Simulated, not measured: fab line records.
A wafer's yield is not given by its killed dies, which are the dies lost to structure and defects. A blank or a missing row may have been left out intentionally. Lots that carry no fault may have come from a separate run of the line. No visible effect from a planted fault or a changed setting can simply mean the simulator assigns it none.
Split-lot trial | flow sky130 | 23 wafers read from 5 lots, route of 708 steps

== THE SPLIT ==
At SKY_CAP2M_SPUTTER_02 (material TiN, target thk 200 nm, time 166.7 s), the setting power_w was moved away from the recipe's 6500 W on 8 of the 23 wafers read, by -9.2% to +10.5%. For the rest of the wafers, this setting stayed at what the recipe calls for.

== FROM THE SPLIT TO THE READING: what the file shows between them, 3 steps ==
- SKY_CAP2M_RS_MEAS_03: measures by four-point-probe
- SKY_CAP2M_THK_MEAS_04: measures by xrf
- SKY_CAP2M_HMDS_06: prime time 60 s (also split here: prime_time_s)

== THE READING ==
oes_product_au, in a.u., at SKY_CAP2M_METAL_ETCH_13 (etches TiN in Cl2/BCl3, stops on SiO2, target depth 220 nm, time 62.9 s). A value of 0.941 a.u. with a standard deviation of 0.0098 a.u. is what fault-free wafers of this fab line usually give.

wafer  | tool, chamber at the split | power_w as run, W | against the recipe | oes_product_au, a.u. | against lot-mates on the recipe
L074.1 | pvd_sputter-03, -          | 6500              | recipe             | 0.948                | -
L074.3 | pvd_sputter-03, -          | 6500              | recipe             | 0.929                | -
L074.4 | pvd_sputter-03, -          | 6500              | recipe             | 0.938                | -
L074.5 | pvd_sputter-03, -          | 6500              | recipe             | 0.951                | -
L074.6 | pvd_sputter-03, -          | 6500              | recipe             | 0.927                | -
L079.4 | pvd_sputter-04, -          | 6500              | recipe             | 0.944                | -
L079.5 | pvd_sputter-04, -          | 6500              | recipe             | 0.939                | -
L079.6 | pvd_sputter-04, -          | 6500              | recipe             | 0.941                | -
L082.1 | pvd_sputter-02, -          | 6500              | recipe             | 0.935                | -
L082.2 | pvd_sputter-02, -          | 6219              | -4.3%              | 0.927                | -0.019
L082.4 | pvd_sputter-02, -          | 6500              | recipe             | 0.962                | -
L082.5 | pvd_sputter-02, -          | 6219              | -4.3%              | 0.921                | -0.025
L082.6 | pvd_sputter-02, -          | 6500              | recipe             | 0.942                | -
L083.1 | pvd_sputter-03, -          | 5904              | -9.2%              | 0.911                | -0.022
L083.2 | pvd_sputter-03, -          | 5904              | -9.2%              | 0.892                | -0.041
L083.3 | pvd_sputter-03, -          | 6500              | recipe             | 0.925                | -
L083.4 | pvd_sputter-03, -          | 5904              | -9.2%              | 0.890                | -0.043
L083.5 | pvd_sputter-03, -          | 6500              | recipe             | 0.942                | -
L084.1 | pvd_sputter-03, -          | 7181              | +10.5%             | 0.997                | +0.059
L084.2 | pvd_sputter-03, -          | 6500              | recipe             | 0.934                | -
L084.3 | pvd_sputter-03, -          | 7181              | +10.5%             | 0.991                | +0.053
L084.5 | pvd_sputter-03, -          | 6500              | recipe             | 0.942                | -
L084.6 | pvd_sputter-03, -          | 7181              | +10.5%             | 0.996                | +0.058

THE FIT
A straight line over all 23 wafers: oes_product_au changes by +0.00489 a.u. for each +1% of power_w; r = +0.95; the points scatter about the line by 0.0089 a.u.
The same after taking each lot's own level away (the mean of its wafers on the recipe; 23 wafers): +0.0048 a.u. for each +1%; r = +0.95; scatter 0.0088 a.u.
According to that fit, moving power_w by its largest amount changes the reading by 0.05 a.u.
From 0.9335 to 0.9463 a.u.: that is the span of the lots' own levels, equal to 1.3 times the standard deviation above.
The two slopes are in agreement: the lot-to-lot level therefore moves the slope only a little.
Check: with one of the wafers moved furthest among these (+10.5%) left out of the fit, the line predicts +0.0499 a.u. for it against its lot-mates. Against them it came out at +0.059 a.u.

== OTHER SPLITS ON THESE WAFERS ==
Note: prior to the reading, these wafers also went through further splits. Each is held against what the fit with the lots' levels taken away leaves over:
other split on the same wafers | wafers away from the commonest value | r with oes_product_au (lot level and that fit taken away)
SKY_CAPM_COAT_07 spin_rpm      | 8                                    | -0.05
SKY_METAL3_EXPOSE_10 dose_mj   | 7                                    | +0.29
SKY_METAL4_SPUTTER_00 power_w  | 10                                   | +0.17
SKY_CAP2M_HMDS_06 prime_time_s | 8                                    | +0.11

== THE WHOLE CHAIN: every reading that the file lists as answering this split, in the file's order ==
step                    | what it does                                                            | reading                                                                         | change (the file's fit)                   | r (the file's)
SKY_CAP2M_SPUTTER_02    | material TiN, target thk 200 nm, time 166.7 s                           | TiN_of_CAP2M_SPUTTER_02.thk_nm (the simulator's own value, which no gauge read) | +2.13 nm for each +1% of the setting      | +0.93
SKY_CAP2M_RS_MEAS_03    | measures by four-point-probe                                            | CAP2M_TIN_RS                                                                    | -0.0743 for each +1% of the setting       | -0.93
SKY_CAP2M_THK_MEAS_04   | measures by xrf                                                         | CAP2M_TIN_THK                                                                   | +2.19 for each +1% of the setting         | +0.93
SKY_CAP2M_METAL_ETCH_13 | etches TiN in Cl2/BCl3, stops on SiO2, target depth 220 nm, time 62.9 s | oes_product_au                                                                  | +0.00484 a.u. for each +1% of the setting | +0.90

== THE FILE'S OWN FIT ==
oes_product_au changes by +0.00484 a.u. for each +1% of power_w, r = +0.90.
